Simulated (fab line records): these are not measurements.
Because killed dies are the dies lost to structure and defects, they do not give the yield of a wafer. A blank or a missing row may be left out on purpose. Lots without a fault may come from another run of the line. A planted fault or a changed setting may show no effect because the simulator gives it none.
A struck lot beside a sound one    flow sky130    15 steps out of a route of 708
Sound: these wafers, L236.1, L236.2, L236.4. Wafers struck: L233.2, L233.4, L233.6. The cause comes at the end.
At each step with rows: each side's tool, then ch and its chambers, then its first start. Under that, the readings that differ: sound wafers    struck wafers    difference of the means    sigmas: that difference in standard deviations of wafers without a fault.
alike: same words and numbers on both sides, and readings whose means sit less than 2 such deviations apart. not compared: any withheld reading, any reading some wafer has no value for, any bound like >300 that may hide the same value, and any number with overlapping values for which the record gives no deviation.
A row with sigmas, a row that says differs or no value, or rows on one side alone: a step with any of these is where the two part. Numbers that have no deviation but don't overlap get no sigmas and don't part them. A reading that every wafer of one side lacks parts them only if that side has two wafers or more.

SKY_POLY_GATE_CD_MEAS_22:
  sound: cd sem-01 at day 21 01:11; struck: cd sem-01 at day 19 23:46
  alike: cd nm
then, 7 steps without rows for these wafers: SKY_LDD_N_DEHYDRATE_00 (time 60 s); SKY_LDD_N_HMDS_01 (prime time 60 s); SKY_LDD_N_COAT_02 (resist thk 300 nm); SKY_LDD_N_SOFTBAKE_03 (time 60 s); SKY_LDD_N_EXPOSE_04 (exposes mask NTM, target cd 840 nm); SKY_LDD_N_PEB_05; SKY_LDD_N_DEVELOP_06 (develop time 60 s).
SKY_LDD_N_OVL_MEAS_07:
  sound: overlay-02 at day 22 07:35; struck: overlay-02 at day 21 06:02
  alike: LDD_N_OVL
then, 3 steps without rows for these wafers: SKY_LDD_N_IMPLANT_08; SKY_LDD_N_IMPLANT_09; SKY_LDD_N_IMPLANT_10.
SKY_LDD_N_IMPLANT_11:
  sound on implanter-03 ch 0, day 22 08:04; struck on implanter-01 ch 0, day 21 06:32
reading                    sound                 struck                difference  sigmas
beam energy keV            20.008 20.011 20.005  18.095 18.086 18.092  -1.917      -99 or more
model.implant.rp nm (nm)   15.87 15.87 15.87     14.57 14.57 14.57     -1.30       
model.implant.drp nm (nm)  7.212 7.212 7.212     6.73 6.73 6.73        -0.48       
then, 2 steps without rows for these wafers: SKY_LDD_N_IMPLANT_12; SKY_PAD_OPEN_PROBE_99.

## WHERE THEY PART
SKY_LDD_N_IMPLANT_11 only, going by this record.

WHY: whatever the simulator had introduced
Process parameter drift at SKY_LDD_N_IMPLANT_11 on implanter-01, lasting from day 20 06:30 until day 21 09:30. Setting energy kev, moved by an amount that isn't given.
